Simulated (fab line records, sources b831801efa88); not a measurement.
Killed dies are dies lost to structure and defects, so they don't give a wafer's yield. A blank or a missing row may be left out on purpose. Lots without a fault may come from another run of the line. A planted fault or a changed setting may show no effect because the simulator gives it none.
fab line records | flow sky130
record lots=11 wafers=32 last_day=50
route steps=708 shown CONTACT@407 VIA1@472
lots that met no fault: from a run of the same line without faults
start_h: hours from the record's first day to the start of the lot's first wafer shown | wait_h: hours since the lot's step before | " the same as in the row above | L1.1+2: a row that stands for several wafers | - no value, or no start given | * or withheld: withheld | < > ~ a bound
route shown NAME@n: a module of which the file shows steps, and the number in the route of the first | usual: mean/standard deviation of fault-free wafers | same: alike in all rows | chamber/n: place in a boat | sites: the reading at each site | _std_site: their standard deviation | _edge_site: outer sites' mean less inner sites' | radius_mm: how far each site lies from the wafer's centre | mask NAME#n: copy n | behind: the tool/chamber that last shaped the wafer | hold: why the lot was held/for how many hours/how that ended | device: the transistor (n, p or np) that didn't switch | end of line: the same wafers' tests at the end of the route | a step without rows: its recipe alone | killed: dies lost to structure and defects at the first sort, not the wafer's yield | map: a wafer's dies, x killed, . not, _ none there
set.NAME: the setting as run; set.NAME@STEP: as run at that earlier step | model.NAME: the simulator's own value behind a step, which no gauge read
steps of the route over a sample of lots; a table a step, a row a wafer
services: from which hour (start_h, from the record's first day; less than 0 if before it) a tool's chamber was out of use, for how many hours, and why
## steps
# step SKY_CONTACT_THK_MEAS_01
# recipe reads=Si3N4_of_CONTACT_CVD_00
# usual CONTACT_CVD_00_THK=75.1/0.97
# columns lot.wafer tool chamber start_h wait_h CONTACT_CVD_00_THK[nm]
L441.1 film_metro-01 - 716.44 - 74.9
L441.4 " - " " 76.0
L441.6 " - " " 76.0
L443.3 film_metro-04 - 741.46 - 74.8
L443.5 " - " " 75.9
L443.6 " - " " 75.3
L446.2 film_metro-04 - 764.01 - 74.3
L446.3 " - " " 74.6
L446.4 " - " " 76.3
L447.3 film_metro-04 - 764.89 - 75.0
L447.4 " - " " 76.9
L447.5 " - " " 75.4
L448.3 film_metro-01 - 777.90 - 74.4
L448.4 " - " " 74.7
L448.5 " - " " 76.9
L450.2 film_metro-01 - 800.71 - 74.4
L450.3 " - " " 75.5
L450.5 " - " " 75.9
L449.1 film_metro-04 - 800.90 - 75.0
L449.4 " - " " 75.4
L449.5 " - " " 75.6
L453.1 film_metro-01 - 809.71 - 75.6
L453.4 " - " " 76.2
L453.6 " - " " 77.1
L455.2 film_metro-03 - 826.48 - 74.2
L455.3 " - " " 75.2
L455.4 " - " " 76.1
L457.1 film_metro-03 - 839.09 - 73.3
L457.4 " - " " 74.2
L461.1 film_metro-04 - 869.03 - 73.4
L461.3 " - " " 75.2
L461.4 " - " " 75.1
# step SKY_CONTACT_STRIP_19
# recipe chemistry=O2/N2 power_w=1400 pressure_mtorr=1500 platen_temp_c=withheld o2_flow_sccm=3000 n2_flow_sccm=300 overash_fraction=0.5
# usual drypump_motor_current_A=5.7/0.54 oes_product_au=0.381/0.0048 strip_time_to_endpoint_s=3.63/0.033
# columns lot.wafer tool chamber start_h wait_h drypump_motor_current_A oes_product_au rf_hours_counter_h strip_time_to_endpoint_s
L441.1 plasma_asher-02 0 744.70 - 6.0 0.377 0 3.69
L441.4 " 0 " " 6.0 0.384 - 3.65
L441.6 " 0 " " 6.0 0.388 - 3.66
L443.3 plasma_asher-04 0 769.15 - 4.8 0.373 - 3.65
L443.5 " 0 " " 4.8 0.376 - 3.64
L443.6 " 1 " " 6.2 0.384 - 3.65
L446.2 plasma_asher-01 1 791.27 - 6.3 0.379 93 3.63
L446.3 " 0 " " 5.1 0.372 - 3.62
L446.4 " 1 " " 6.3 0.385 - 3.68
L447.3 plasma_asher-02 1 792.55 - 5.8 0.387 - 3.59
L447.4 " 0 " " 6.0 0.378 - 3.61
L447.5 " 1 " " 5.8 0.371 - 3.61
L448.3 plasma_asher-02 1 805.17 - 5.8 0.373 - 3.62
L448.4 " 0 " " 6.0 0.368 - 3.59
L448.5 " 0 " " 6.0 0.380 - 3.67
L450.2 plasma_asher-04 1 828.30 - 6.2 0.390 74 3.68
L450.3 " 0 " " 4.9 0.377 - 3.67
L450.5 " 0 " " 4.9 0.385 - 3.66
L449.1 plasma_asher-01 0 828.33 - 5.2 0.384 96 3.65
L449.4 " 1 " " 6.3 0.384 - 3.65
L449.5 " 0 " " 5.2 0.372 - 3.67
L453.1 plasma_asher-02 0 837.47 - 6.0 0.381 9 3.61
L453.4 " 0 " " 6.0 0.374 - 3.63
L453.6 " 1 " " 5.8 0.387 - 3.63
L455.2 plasma_asher-01 0 853.68 - 5.2 0.385 99 3.67
L455.3 " 1 " " 6.3 0.383 - 3.66
L455.4 " 0 " " 5.2 0.383 - 3.68
L457.1 plasma_asher-02 0 866.03 - 6.0 0.386 12 3.58
L457.4 " 0 " " 6.0 0.377 - 3.63
L461.1 plasma_asher-01 0 895.78 - 5.2 0.380 102 3.65
L461.3 " 1 " " 6.3 0.388 - 3.62
L461.4 " 0 " " 5.2 0.380 - 3.62
# step SKY_CONTACT_CVD_24
# recipe material=W target_thk_nm=340 time_s=102.12 temp_c=400 pressure_torr=40
# usual heater_power_w=813/54
# columns lot.wafer tool chamber start_h wait_h heater_power_w
L441.1 cvd_w-02 1 745.36 0.0 801
L441.4 " 1 " " 814
L441.6 " 1 " " 782
L443.3 cvd_w-01 0 769.82 0.1 764
L443.5 " 0 " " 761
L443.6 " 1 " " 776
L446.2 cvd_w-02 0 792.28 0.0 897
L446.3 " 0 " " 908
L446.4 " 1 " " 805
L447.3 cvd_w-01 1 793.57 0.1 788
L447.4 " 0 " " 768
L447.5 " 0 " " 774
L448.3 cvd_w-01 0 805.82 0.1 763
L448.4 " 1 " " 778
L448.5 " 1 " " 772
L450.2 cvd_w-02 1 828.95 0.0 800
L450.3 " 1 " " 812
L450.5 " 0 " " 909
L449.1 cvd_w-01 1 828.99 0.0 782
L449.4 " 0 " " 760
L449.5 " 1 " " 792
L453.1 cvd_w-02 1 838.12 0.0 810
L453.4 " 1 " " 822
L453.6 " 0 " " 899
L455.2 cvd_w-01 0 854.37 0.0 780
L455.3 " 1 " " 782
L455.4 " 0 " " 767
L457.1 cvd_w-01 1 866.69 0.0 800
L457.4 " 0 " " 761
L461.1 cvd_w-01 0 896.44 0.0 764
L461.3 " 0 " " 770
L461.4 " 0 " " 767
# step SKY_CONTACT_RS_MEAS_25
# recipe thk_meas_gauge=four-point-probe reads=W_of_CONTACT_CVD_24+TiN_of_CONTACT_SPUTTER_23
# usual CONTACT_W_RS=0.336/0.0062
# columns lot.wafer tool chamber start_h wait_h hold CONTACT_W_RS[ohm/sq]
L441.1 film_metro-04 - 745.47 0.1 - 0.341
L441.4 " - " " - 0.337
L441.6 " - " " - 0.337
L443.3 film_metro-04 - 769.93 0.1 - 0.331
L443.5 " - " " - 0.337
L443.6 " - " " - 0.331
L446.2 film_metro-03 - 792.41 0.1 - 0.335
L446.3 " - " " - 0.335
L446.4 " - " " - 0.342
L447.3 film_metro-01 - 793.68 0.1 - 0.324
L447.4 " - " " - 0.332
L447.5 " - " " - 0.333
L448.3 film_metro-01 - 805.94 0.1 - 0.338
L448.4 " - " " - 0.331
L448.5 " - " " - 0.330
L450.2 film_metro-03 - 829.08 0.1 - 0.346
L450.3 " - " " - 0.349
L450.5 " - " " - 0.341
L449.1 film_metro-01 - 829.10 0.1 - 0.327
L449.4 " - " " - 0.336
L449.5 " - " " - 0.329
L453.1 film_metro-04 - 838.23 0.1 - 0.343
L453.4 " - " " - 0.341
L453.6 " - " " - 0.335
L455.2 film_metro-04 - 854.50 0.1 await_dispo/0.2h/release 0.331
L455.3 " - " " await_dispo/0.2h/release 0.329
L455.4 " - " " await_dispo/0.2h/release 0.182
L455.2 film_metro-04 - 854.79 0.3 - 0.331
L455.3 " - " " - 0.330
L455.4 " - " " - 0.182
L457.1 film_metro-03 - 866.80 0.1 await_dispo/0.2h/release 0.180
L457.4 " - " " await_dispo/0.2h/release 0.182
L457.1 film_metro-03 - 867.08 0.3 - 0.180
L457.4 " - " " - 0.183
L461.1 film_metro-03 - 896.66 0.2 await_dispo/0.2h/release 0.182
L461.3 " - " " await_dispo/0.2h/release 0.330
L461.4 " - " " await_dispo/0.2h/release 0.182
L461.1 film_metro-03 - 896.95 0.3 - 0.182
L461.3 " - " " - 0.330
L461.4 " - " " - 0.182
# step SKY_CONTACT_CMP_27
# recipe stop_on=SiO2 t_overpolish_s=15 down_force_psi=3.5 platen_rpm=60 target_thk_nm=0 pad_velocity_m_s=0.94248
# usual motor_current_A=11.8/0.8 time_to_endpoint_s=81/4.4
# columns lot.wafer tool chamber start_h wait_h hold motor_current_A time_to_endpoint_s
L441.1 cmp-01 3 745.65 0.1 - 12.8 89
L441.4 " 0 " " - 12.2 81
L441.6 " 0 " " - 10.9 80
L443.3 cmp-01 3 770.07 0.0 - 11.6 86
L443.5 " 3 " " - 12.4 86
L443.6 " 0 " " - 11.1 80
L446.2 cmp-01 1 792.57 0.0 - 11.8 85
L446.3 " 3 " " - 11.8 86
L446.4 " 0 " " - 11.9 75
L447.3 cmp-02 2 793.87 0.1 - 11.5 87
L447.4 " 0 " " - 10.1 81
L447.5 " 1 " " - 9.6 83
L448.4 cmp-01 3 806.18 0.1 - 12.7 86
L448.3 " 0 " " - 11.3 76
L448.5 " 2 " " - 12.9 85
L450.3 cmp-02 2 829.24 0.0 - 11.3 79
L450.2 " 3 " " - 12.5 79
L450.5 " 3 " " - 12.6 77
L449.4 cmp-01 0 829.28 0.0 - 11.2 79
L449.1 " 3 " " - 12.2 85
L449.5 " 1 " " - 11.7 84
L453.4 cmp-01 0 838.46 0.1 - 11.7 76
L453.1 " 2 " " - 12.7 77
L453.6 " 3 " " - 12.8 83
L455.3 cmp-01 1 863.78 5.3 await_dispo/4.9h/release 11.4 84
L455.4 " 2 " " await_dispo/4.9h/release 12.6 152
L455.2 " 3 " " await_dispo/4.9h/release 12.5 85
L457.4 cmp-01 1 871.16 1.8 await_dispo/1.6h/release 11.2 148
L457.1 " 2 " " await_dispo/1.6h/release 12.7 150
L461.3 cmp-02 2 917.45 13.6 await_dispo/13.2h/release 11.6 80
L461.4 " 3 " " await_dispo/13.2h/release 12.1 139
L461.1 " 0 " " await_dispo/13.2h/release 10.5 140
# step SKY_VIA1_ETCH_14
# recipe chemistry=N2/H2 target=BARC ion_energy_ev=200 source_w=500 bias_w=100 pressure_mtorr=30 n2_flow_sccm=100 h2_flow_sccm=200 stop_on=SiO2 time_s=45.9 target_depth_a=600
# usual drypump_motor_current_A=5.9/0.45 oes_product_au=0.855/0.0047 rf_fwd_power_W=495.3/1.7 throttle_valve_pct=13.225/0.009
# columns lot.wafer tool chamber start_h wait_h drypump_motor_current_A oes_product_au rf_fwd_power_W rf_hours_counter_h throttle_valve_pct
L441.1 rie_diel-04 3 800.68 0.0 6.0 0.862 495.6 17 13.229
L441.4 " 1 " " 5.2 0.857 494.8 5 13.234
L441.6 " 1 " " 5.2 0.852 494.4 - 13.228
L443.3 rie_diel-04 3 826.74 0.0 6.0 0.850 492.6 18 13.230
L443.5 " 1 " " 5.2 0.852 494.5 - 13.220
L443.6 " 3 " " 6.0 0.854 493.8 - 13.214
L446.2 rie_diel-02 3 849.28 0.0 6.5 0.858 495.2 15 13.227
L446.3 " 2 " " 5.9 0.856 495.3 0 13.215
L446.4 " 0 " " 6.4 0.857 496.8 18 13.230
L447.3 rie_diel-04 3 849.62 0.0 6.0 0.855 495.3 18 13.223
L447.4 " 1 " " 5.2 0.856 496.2 7 13.206
L447.5 " 2 " " 5.4 0.858 498.3 - 13.228
L448.3 rie_diel-02 1 861.78 0.0 6.1 0.862 498.0 7 13.250
L448.4 " 1 " " 6.1 0.860 495.9 - 13.219
L448.5 " 3 " " 6.5 0.852 495.2 - 13.224
L450.2 rie_diel-04 2 883.34 0.0 5.4 0.856 497.7 13 13.214
L450.3 " 3 " " 6.0 0.851 493.8 19 13.221
L450.5 " 0 " " 5.6 0.854 497.1 - 13.226
L449.1 rie_diel-02 0 884.34 0.0 6.4 0.846 495.2 19 13.217
L449.4 " 2 " " 5.9 0.850 493.4 1 13.241
L449.5 " 2 " " 5.9 0.853 494.1 - 13.224
L453.1 rie_diel-02 1 891.23 0.0 6.1 0.850 495.8 8 13.208
L453.4 " 0 " " 6.4 0.841 496.2 19 13.219
L453.6 " 3 " " 6.5 0.852 492.7 - 13.226
L455.2 rie_diel-02 0 908.94 0.0 6.4 0.853 495.2 19 13.218
L455.3 " 2 " " 5.9 0.860 493.7 2 13.232
L455.4 " 1 " " 6.1 0.856 496.8 8 13.222
L457.1 rie_diel-03 3 920.33 0.0 6.0 0.855 490.9 5 13.225
L457.4 " 2 " " 5.8 0.849 493.0 21 13.220
L461.1 rie_diel-04 1 948.38 0.0 5.2 0.862 496.0 9 13.194
L461.3 " 0 " " 5.7 0.854 495.7 28 13.231
L461.4 " 2 " " 5.4 0.853 495.0 15 13.213
## services
# columns tool chamber start_h hours kind
cvd_w-01 1 727.38 13.5 repair
plasma_asher-02 - 733.75 9.0 pm
rie_diel-04 - 734.91 1.2 repair
cmp-02 - 744.19 4.0 pm
plasma_asher-01 - 768.38 1.8 repair
cvd_w-02 1 801.05 2.5 repair
rie_diel-03 2 803.68 7.2 repair
rie_diel-04 0 815.97 15.1 repair
rie_diel-04 - 822.53 2.8 repair
cmp-02 - 826.83 1.9 repair
plasma_asher-01 - 833.81 2.8 pm
rie_diel-04 3 844.48 1.9 repair
cmp-02 - 856.16 11.8 repair
rie_diel-02 2 858.92 11.4 repair
plasma_asher-01 - 862.77 2.9 repair
cmp-02 - 867.97 5.5 pm
cvd_w-01 1 881.65 16.4 repair
rie_diel-02 - 887.58 0.7 repair
plasma_asher-01 - 891.88 2.3 repair
cvd_w-02 - 904.00 14.0 pm
cmp-01 - 912.15 4.0 pm
rie_diel-04 3 926.03 1.3 repair
cmp-02 - 937.50 2.1 repair
rie_diel-04 - 939.02 0.7 repair
## key
first_sign step=SKY_CONTACT_RS_MEAS_25 reading=visit direction=added
effect step=SKY_CONTACT_RS_MEAS_25 reading=CONTACT_W_RS direction=down sigmas=25 usual=0.336 struck=0.182
effect step=SKY_CONTACT_CMP_27 reading=time_to_endpoint_s direction=up sigmas=15 usual=* struck=*
met_at SKY_CONTACT_CVD_24
struck_lots L455,L457,L461
struck_wafers L455.4,L457.1,L457.4,L461.1,L461.4
tester_left_out L455,L457,L461
not_acting_at SKY_CONTACT_THK_MEAS_01,SKY_CONTACT_STRIP_19,SKY_VIA1_ETCH_14
onset_between 828.99 854.37
fault kind=process_parameter_drift tool=cvd_w-01 chamber=- onset_h=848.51 steps=SKY_CONTACT_CVD_24 channel=target_thk_nm offset=282 shape=step end_h=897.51 scope=struck_wafers_only acts_in=these_recipes_only stated=340
# tester_left_out: of these lots the tester's yield and bins aren't shown, on N5 and GAA mostly nor the transistor test; their killed dies are dies lost to structure and defects alone, not to doping, threshold or leakage, so they don't give the yield
